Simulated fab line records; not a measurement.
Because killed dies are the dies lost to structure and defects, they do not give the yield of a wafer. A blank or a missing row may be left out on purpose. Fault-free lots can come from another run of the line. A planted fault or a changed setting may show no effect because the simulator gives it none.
fab line records | flow sky130
[record] lots = 7 | wafers = 21 | lastDay = 50
route steps=708 shown VIA4@652 METAL5@661
lots with no fault: from the same line, run without faults
startH: hours from the record's first day to the start of the lot's first wafer shown | waitH: how many hours have passed since the lot's step before this one | " as in the row above | L1.1+2: a row that stands for several wafers | - either no value or no given start | * or withheld: withheld | < > ~ a bound
route shown NAME@n: NAME is a module with steps in the file, n the number in the route of the first one | usual: mean/standard deviation of fault-free wafers | same: alike in all rows | chamber/n: place in a boat | sites: readings site by site | _std_site: standard deviation across them | _edge_site: mean of outer sites minus mean of inner sites | radiusMm: how far each site lies from the wafer's centre | mask NAME#n: copy n | behind: tool/chamber where the wafer was last shaped | hold: what put the lot on hold/how long, in hours/how the hold closed | device: names the non-switching transistor (n, p or np) | end of line: the tests these same wafers got at the end of their route | a step with no rows: only its recipe | killed: the dies lost at the first sort to structure and to defects; this is not the yield of the wafer | map: a wafer's dies, marking killed ones x, the rest . and places with no die _
set.NAME: the setting as run; set.NAME@STEP: as run at that earlier step | model.NAME: the simulator's own value behind a step, which no gauge read
lots at selected steps of the route; one table per step, one row per wafer
services: a tool's chamber out of use, with start hour (startH, from the record's first day; less than 0 if before it), hours out, and reason
[[steps]]
[step SKY_VIA4_STRIP_13]
[recipe] chemistry = O2/N2 | powerW = 1400 | pressureMtorr = 1500 | platenTempC = withheld | o2FlowSccm = 3000 | n2FlowSccm = 300 | overashFraction = 0.5
[usual] drypumpMotorCurrentA = 5.6/0.66 | oesProductAu = 0.709/0.0045 | stripTimeToEndpointS = 12.82/0.037
lot.wafer | tool           | chamber | startH  | waitH | drypumpMotorCurrentA | oesProductAu | rfHoursCounterH | stripTimeToEndpointS
L203.2    | plasmaAsher-02 | 0       | 1026.36 | -     | 6.1                  | 0.711        | 29              | 12.80
L203.3    | "              | 0       | "       | "     | 6.1                  | 0.708        | -               | 12.83
L203.5    | "              | 0       | "       | "     | 6.1                  | 0.707        | -               | 12.80
L205.1    | plasmaAsher-01 | 1       | 1047.34 | -     | 5.1                  | 0.718        | 97              | 12.82
L205.3    | "              | 1       | "       | "     | 5.1                  | 0.713        | -               | 12.86
L205.5    | "              | 0       | "       | "     | 6.5                  | 0.712        | -               | 12.87
L219.2    | plasmaAsher-02 | 0       | 1125.04 | -     | 6.1                  | 0.711        | 39              | 12.84
L219.4    | "              | 0       | "       | "     | 6.1                  | 0.704        | -               | 12.82
L219.5    | "              | 0       | "       | "     | 6.1                  | 0.703        | -               | 12.83
L220.1    | plasmaAsher-03 | 1       | 1125.17 | -     | 5.8                  | 0.700        | 63              | 12.79
L220.4    | "              | 1       | "       | "     | 5.8                  | 0.712        | -               | 12.81
L220.5    | "              | 0       | "       | "     | 5.4                  | 0.716        | -               | 12.79
L221.1    | plasmaAsher-03 | 0       | 1129.74 | -     | 5.5                  | 0.701        | 64              | 12.89
L221.2    | "              | 1       | "       | "     | 5.8                  | 0.709        | 64              | 12.82
L221.3    | "              | 1       | "       | "     | 5.8                  | 0.709        | -               | 12.88
L222.1    | plasmaAsher-03 | 1       | 1134.92 | -     | 5.8                  | 0.705        | 64              | 12.85
L222.2    | "              | 0       | "       | "     | 5.4                  | 0.711        | 64              | 12.77
L222.5    | "              | 1       | "       | "     | 5.8                  | 0.710        | -               | 12.84
L223.1    | plasmaAsher-03 | 0       | 1144.57 | -     | 5.5                  | 0.713        | 65              | 12.77
L223.4    | "              | 0       | "       | "     | 5.5                  | 0.717        | -               | 12.78
L223.6    | "              | 1       | "       | "     | 5.8                  | 0.707        | -               | 12.87
[step SKY_VIA4_STRIP_14]
[recipe] chemistry = postEtchResidueRemover | timeS = 1200 | tempC = 72.5
[step SKY_VIA4_CLEAN_15]
[recipe] chemistry = IPA | timeS = 180 | tempC = 25
[step SKY_VIA4_CLEAN_16]
[recipe] chemistry = O3/DIW | dry = n2Spin
[step SKY_VIA4_SPUTTER_17]
[recipe] material = TiN | targetThkNm = 20 | chamberPressurePa = 5 | powerW = 4000 | timeS = 80
[step SKY_VIA4_CVD_18]
[recipe] material = W | targetThkNm = 505 | timeS = 152.14 | tempC = 402.1 | pressureTorr = 40
[usual] heaterPowerW = 842/76
lot.wafer | tool    | chamber | startH  | waitH | heaterPowerW
L203.2    | cvdW-02 | 0       | 1027.02 | 0.0   | 733
L203.3    | "       | 0       | "       | "     | 726
L203.5    | "       | 0       | "       | "     | 757
L205.1    | cvdW-01 | 0       | 1048.00 | 0.0   | 846
L205.3    | "       | 1       | "       | "     | 928
L205.5    | "       | 0       | "       | "     | 828
L219.2    | cvdW-01 | 0       | 1125.69 | 0.0   | 838
L219.4    | "       | 1       | "       | "     | 934
L219.5    | "       | 1       | "       | "     | 940
L220.1    | cvdW-02 | 1       | 1125.84 | 0.0   | 894
L220.4    | "       | 0       | "       | "     | 740
L220.5    | "       | 1       | "       | "     | 879
L221.1    | cvdW-02 | 1       | 1130.40 | 0.0   | 904
L221.2    | "       | 0       | "       | "     | 739
L221.3    | "       | 0       | "       | "     | 742
L222.1    | cvdW-02 | 0       | 1135.58 | 0.0   | 752
L222.2    | "       | 1       | "       | "     | 907
L222.5    | "       | 0       | "       | "     | 748
L223.1    | cvdW-02 | 0       | 1145.22 | 0.0   | 741
L223.4    | "       | 0       | "       | "     | 725
L223.6    | "       | 1       | "       | "     | 885
[step SKY_VIA4_RS_MEAS_19]
[recipe] thkMeasGauge = four-point-probe | reads = W_of_VIA4_CVD_18+TiN_of_VIA4_SPUTTER_17
[usual] VIA4_W_RS = 0.216/0.0046
lot.wafer | tool         | chamber | startH  | waitH | VIA4_W_RS[ohm/sq]
L203.2    | filmMetro-03 | -       | 1027.20 | 0.1   | 0.223
L203.3    | "            | -       | "       | "     | 0.219
L203.5    | "            | -       | "       | "     | 0.222
L205.1    | filmMetro-03 | -       | 1048.15 | 0.1   | 0.216
L205.3    | "            | -       | "       | "     | 0.214
L205.5    | "            | -       | "       | "     | 0.217
L219.2    | filmMetro-01 | -       | 1125.86 | 0.1   | 0.219
L219.4    | "            | -       | "       | "     | 0.212
L219.5    | "            | -       | "       | "     | 0.213
L220.1    | filmMetro-02 | -       | 1125.99 | 0.1   | 0.211
L220.4    | "            | -       | "       | "     | 0.224
L220.5    | "            | -       | "       | "     | 0.211
L221.1    | filmMetro-01 | -       | 1130.55 | 0.1   | 0.207
L221.2    | "            | -       | "       | "     | 0.221
L221.3    | "            | -       | "       | "     | 0.220
L222.1    | filmMetro-02 | -       | 1135.73 | 0.1   | 0.220
L222.2    | "            | -       | "       | "     | 0.210
L222.5    | "            | -       | "       | "     | 0.220
L223.1    | filmMetro-01 | -       | 1145.38 | 0.1   | 0.220
L223.4    | "            | -       | "       | "     | 0.219
L223.6    | "            | -       | "       | "     | 0.210
[step SKY_VIA4_THK_MEAS_20]
[recipe] thkMeasGauge = xrf | reads = W_of_VIA4_CVD_18
[usual] VIA4_W_THK = 517/12
lot.wafer | tool         | chamber | startH  | waitH | VIA4_W_THK[nm]
L203.2    | filmMetro-03 | -       | 1027.31 | 0.1   | 494
L203.3    | "            | -       | "       | "     | 502
L203.5    | "            | -       | "       | "     | 494
L205.1    | filmMetro-03 | -       | 1048.27 | 0.1   | 507
L205.3    | "            | -       | "       | "     | 514
L205.5    | "            | -       | "       | "     | 508
L219.2    | filmMetro-01 | -       | 1125.97 | 0.1   | 508
L219.4    | "            | -       | "       | "     | 522
L219.5    | "            | -       | "       | "     | 521
L220.1    | filmMetro-02 | -       | 1126.11 | 0.1   | 529
L220.4    | "            | -       | "       | "     | 498
L220.5    | "            | -       | "       | "     | 525
L221.1    | filmMetro-01 | -       | 1130.67 | 0.1   | 536
L221.2    | "            | -       | "       | "     | 502
L221.3    | "            | -       | "       | "     | 507
L222.1    | filmMetro-02 | -       | 1135.85 | 0.1   | 505
L222.2    | "            | -       | "       | "     | 530
L222.5    | "            | -       | "       | "     | 504
L223.1    | filmMetro-01 | -       | 1145.50 | 0.1   | 508
L223.4    | "            | -       | "       | "     | 511
L223.6    | "            | -       | "       | "     | 532
[step SKY_VIA4_CMP_21]
[recipe] stopOn = SiO2 | tOverpolishS = 25 | downForcePsi = 3.5 | platenRpm = 60 | targetThkNm = 0 | padVelocityMS = 0.94248
[step SKY_METAL5_SPUTTER_00]
[recipe] material = Ti | targetThkNm = 15 | powerW = 3000 | timeS = 10 | chamberPressurePa = 0.4
[usual] cathodeDcPowerW = 3000.0/0.51 | chamberPressurePa = 0.4001/0.00079 | throttleValvePct = 30.1/0.47
lot.wafer | tool          | chamber | startH  | waitH | cathodeDcPowerW | chamberPressurePa | throttleValvePct
L203.2    | pvdSputter-02 | -       | 1027.79 | 0.2   | 2999.6          | 0.3994            | 30.0
L203.3    | "             | -       | "       | "     | 2999.8          | 0.3994            | 29.6
L203.5    | "             | -       | "       | "     | 2999.7          | 0.4013            | 30.5
L205.1    | pvdSputter-04 | -       | 1048.65 | 0.1   | 2999.8          | 0.4002            | 29.9
L205.3    | "             | -       | "       | "     | 2999.5          | 0.4001            | 30.0
L205.5    | "             | -       | "       | "     | 3001.2          | 0.4018            | 30.5
L219.2    | pvdSputter-03 | -       | 1126.32 | 0.2   | 2999.6          | 0.4006            | 31.2
L219.4    | "             | -       | "       | "     | 2999.6          | 0.4012            | 30.5
L219.5    | "             | -       | "       | "     | 2999.7          | 0.3993            | 30.9
L220.1    | pvdSputter-04 | -       | 1126.47 | 0.2   | 3001.0          | 0.4008            | 29.8
L220.4    | "             | -       | "       | "     | 3000.6          | 0.4003            | 29.9
L220.5    | "             | -       | "       | "     | 3001.0          | 0.4008            | 30.1
L221.1    | pvdSputter-03 | -       | 1131.03 | 0.1   | 2999.2          | 0.4014            | 31.4
L221.2    | "             | -       | "       | "     | 3000.2          | 0.4006            | 31.0
L221.3    | "             | -       | "       | "     | 2999.8          | 0.3989            | 30.6
L222.1    | pvdSputter-02 | -       | 1136.42 | 0.2   | 2999.8          | 0.3997            | 29.9
L222.2    | "             | -       | "       | "     | 2999.3          | 0.3997            | 29.7
L222.5    | "             | -       | "       | "     | 2999.5          | 0.3999            | 30.1
L223.1    | pvdSputter-02 | -       | 1146.30 | 0.2   | 3000.3          | 0.4010            | 30.7
L223.4    | "             | -       | "       | "     | 3000.5          | 0.4007            | 29.7
L223.6    | "             | -       | "       | "     | 3000.7          | 0.4012            | 30.0
[step SKY_METAL5_SPUTTER_01]
[recipe] material = TiN | targetThkNm = 20 | powerW = 6500 | timeS = 16.7 | chamberPressurePa = 0.4
[usual] cathodeDcPowerW = 6499.8/1.2 | chamberPressurePa = 0.4000/0.00081 | throttleValvePct = 30.1/0.46
lot.wafer | tool          | chamber | startH  | waitH | cathodeDcPowerW | chamberPressurePa | throttleValvePct
L203.2    | pvdSputter-02 | -       | 1027.81 | 0.0   | 6501.2          | 0.3983            | 29.7
L203.3    | "             | -       | "       | "     | 6500.5          | 0.3995            | 29.4
L203.5    | "             | -       | "       | "     | 6500.5          | 0.3980            | 30.7
L205.1    | pvdSputter-04 | -       | 1048.67 | 0.0   | 6497.6          | 0.4003            | 30.2
L205.3    | "             | -       | "       | "     | 6499.4          | 0.3993            | 29.7
L205.5    | "             | -       | "       | "     | 6498.7          | 0.4007            | 30.4
L219.2    | pvdSputter-03 | -       | 1126.34 | 0.0   | 6498.9          | 0.3987            | 30.9
L219.4    | "             | -       | "       | "     | 6501.0          | 0.4007            | 30.4
L219.5    | "             | -       | "       | "     | 6499.1          | 0.3996            | 31.1
L220.1    | pvdSputter-04 | -       | 1126.49 | 0.0   | 6499.3          | 0.4010            | 29.7
L220.4    | "             | -       | "       | "     | 6501.5          | 0.3999            | 29.9
L220.5    | "             | -       | "       | "     | 6499.2          | 0.3988            | 29.8
L221.1    | pvdSputter-03 | -       | 1131.05 | 0.0   | 6500.0          | 0.3997            | 31.6
L221.2    | "             | -       | "       | "     | 6499.5          | 0.4000            | 31.0
L221.3    | "             | -       | "       | "     | 6500.8          | 0.4010            | 30.6
L222.1    | pvdSputter-02 | -       | 1136.44 | 0.0   | 6500.9          | 0.3999            | 29.9
L222.2    | "             | -       | "       | "     | 6498.2          | 0.3998            | 29.9
L222.5    | "             | -       | "       | "     | 6501.7          | 0.3992            | 29.8
L223.1    | pvdSputter-02 | -       | 1146.32 | 0.0   | 6499.1          | 0.3998            | 30.5
L223.4    | "             | -       | "       | "     | 6498.4          | 0.4003            | 29.6
L223.6    | "             | -       | "       | "     | 6499.8          | 0.3989            | 29.5
[step SKY_METAL5_SPUTTER_02]
[recipe] material = AlCu | targetThkNm = 1150 | powerW = 10600 | timeS = 61.2 | chamberPressurePa = 0.4
[step SKY_METAL5_SPUTTER_03]
[recipe] material = Ti | targetThkNm = 5 | powerW = 3000 | timeS = 3.3 | chamberPressurePa = 0.4
[usual] cathodeDcPowerW = 3000.0/0.59 | chamberPressurePa = 0.3998/0.00075 | throttleValvePct = 30.1/0.46
lot.wafer | tool          | chamber | startH  | waitH | cathodeDcPowerW | chamberPressurePa | throttleValvePct
L203.2    | pvdSputter-02 | -       | 1027.88 | 0.0   | 2999.6          | 0.4004            | 30.0
L203.3    | "             | -       | "       | "     | 3000.5          | 0.3986            | 29.1
L203.5    | "             | -       | "       | "     | 2999.7          | 0.4001            | 30.8
L205.1    | pvdSputter-04 | -       | 1048.75 | 0.0   | 3000.1          | 0.4001            | 30.4
L205.3    | "             | -       | "       | "     | 3000.9          | 0.4005            | 30.0
L205.5    | "             | -       | "       | "     | 3000.3          | 0.4008            | 30.4
L219.2    | pvdSputter-03 | -       | 1126.42 | 0.0   | -               | -                 | -
L219.4    | "             | -       | "       | "     | -               | -                 | -
L219.5    | "             | -       | "       | "     | -               | -                 | -
L220.1    | pvdSputter-04 | -       | 1126.57 | 0.0   | -               | -                 | -
L220.4    | "             | -       | "       | "     | -               | -                 | -
L220.5    | "             | -       | "       | "     | -               | -                 | -
L221.1    | pvdSputter-03 | -       | 1131.13 | 0.0   | -               | -                 | -
L221.2    | "             | -       | "       | "     | -               | -                 | -
L221.3    | "             | -       | "       | "     | -               | -                 | -
L222.1    | pvdSputter-02 | -       | 1136.52 | 0.0   | 2999.5          | 0.4000            | 29.9
L222.2    | "             | -       | "       | "     | 2999.5          | 0.4004            | 29.9
L222.5    | "             | -       | "       | "     | 3000.0          | 0.3996            | 30.0
L223.1    | pvdSputter-02 | -       | 1146.40 | 0.0   | 3000.0          | 0.3990            | 30.5
L223.4    | "             | -       | "       | "     | 2999.0          | 0.4010            | 29.9
L223.6    | "             | -       | "       | "     | 2999.3          | 0.3999            | 29.9
[step SKY_METAL5_SPUTTER_04]
[recipe] material = TiN | targetThkNm = 70 | powerW = 6500 | timeS = 58.3 | chamberPressurePa = 0.4
[usual] cathodeDcPowerW = 6500.0/1.3 | chamberPressurePa = 0.4000/0.00083 | throttleValvePct = 30.1/0.45
lot.wafer | tool          | chamber | startH  | waitH | cathodeDcPowerW | chamberPressurePa | throttleValvePct
L203.2    | pvdSputter-02 | -       | 1027.90 | 0.0   | 6497.7          | 0.4007            | 29.8
L203.3    | "             | -       | "       | "     | 6497.6          | 0.4005            | 29.5
L203.5    | "             | -       | "       | "     | 6499.9          | 0.4003            | 30.5
L205.1    | pvdSputter-04 | -       | 1048.77 | 0.0   | 6500.7          | 0.3994            | 29.9
L205.3    | "             | -       | "       | "     | 6500.3          | 0.4006            | 29.9
L205.5    | "             | -       | "       | "     | 6502.6          | 0.4000            | 30.3
L219.2    | pvdSputter-03 | -       | 1126.44 | 0.0   | 6500.4          | 0.3994            | 31.0
L219.4    | "             | -       | "       | "     | 6497.2          | 0.3999            | 30.5
L219.5    | "             | -       | "       | "     | 6497.7          | 0.4010            | 30.9
L220.1    | pvdSputter-04 | -       | 1126.59 | 0.0   | 6496.8          | 0.4012            | 29.9
L220.4    | "             | -       | "       | "     | 6498.0          | 0.4007            | 29.7
L220.5    | "             | -       | "       | "     | 6501.3          | 0.4013            | 30.0
L221.1    | pvdSputter-03 | -       | 1131.15 | 0.0   | 6499.3          | 0.3998            | 31.2
L221.2    | "             | -       | "       | "     | 6499.3          | 0.3988            | 30.9
L221.3    | "             | -       | "       | "     | 6500.6          | 0.4002            | 30.8
L222.1    | pvdSputter-02 | -       | 1136.54 | 0.0   | 6500.3          | 0.4004            | 30.0
L222.2    | "             | -       | "       | "     | 6498.7          | 0.3987            | 30.1
L222.5    | "             | -       | "       | "     | 6502.0          | 0.3986            | 30.3
L223.1    | pvdSputter-02 | -       | 1146.41 | 0.0   | 6497.9          | 0.3998            | 30.4
L223.4    | "             | -       | "       | "     | 6498.6          | 0.4009            | 29.7
L223.6    | "             | -       | "       | "     | 6500.5          | 0.4000            | 30.0
[[services]]
tool           | chamber | startH  | hours | kind
cvdW-01        | -       | 1010.57 | 6.0   | pm
plasmaAsher-02 | -       | 1016.69 | 2.8   | pm
pvdSputter-03  | -       | 1020.49 | 6.9   | repair
pvdSputter-02  | -       | 1040.11 | 1.9   | repair
pvdSputter-03  | -       | 1076.73 | 8.2   | repair
cvdW-01        | -       | 1076.81 | 2.7   | repair
plasmaAsher-01 | -       | 1082.39 | 9.2   | repair
cvdW-02        | -       | 1097.60 | 1.1   | repair
cvdW-01        | -       | 1104.60 | 6.9   | pm
cvdW-02        | 1       | 1110.43 | 2.1   | repair
[[key]]
[firstSign] step = SKY_METAL5_SPUTTER_03 | reading = toolRecord | direction = missing
effect none on later readings
metAt SKY_METAL5_SPUTTER_03
struckWafers L219.2,L219.4,L219.5,L220.1,L220.4,L220.5,L221.1,L221.2,L221.3
laterRowsLeftOut L219.2,L219.4,L219.5,L220.1,L220.4,L220.5,L221.1,L221.2,L221.3
sortLeftOut L219.2,L219.4,L219.5,L220.1,L220.4,L220.5,L221.1,L221.2,L221.3
onsetBetween 1048.75 1126.42
[fault] kind = skippedStepWhole | tool = pvdSputter-03,pvdSputter-04 | chamber = - | onsetH = 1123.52 | steps = SKY_METAL5_SPUTTER_03 | scope = struckLotsOnly
// sortLeftOut: the simulated sort isn't trusted on such a fault, so these wafers' sort isn't shown, and their yield isn't known
// laterRowsLeftOut: the simulator's readings of these wafers behind a module that went badly wrong aren't trusted and aren't shown, but for the sort
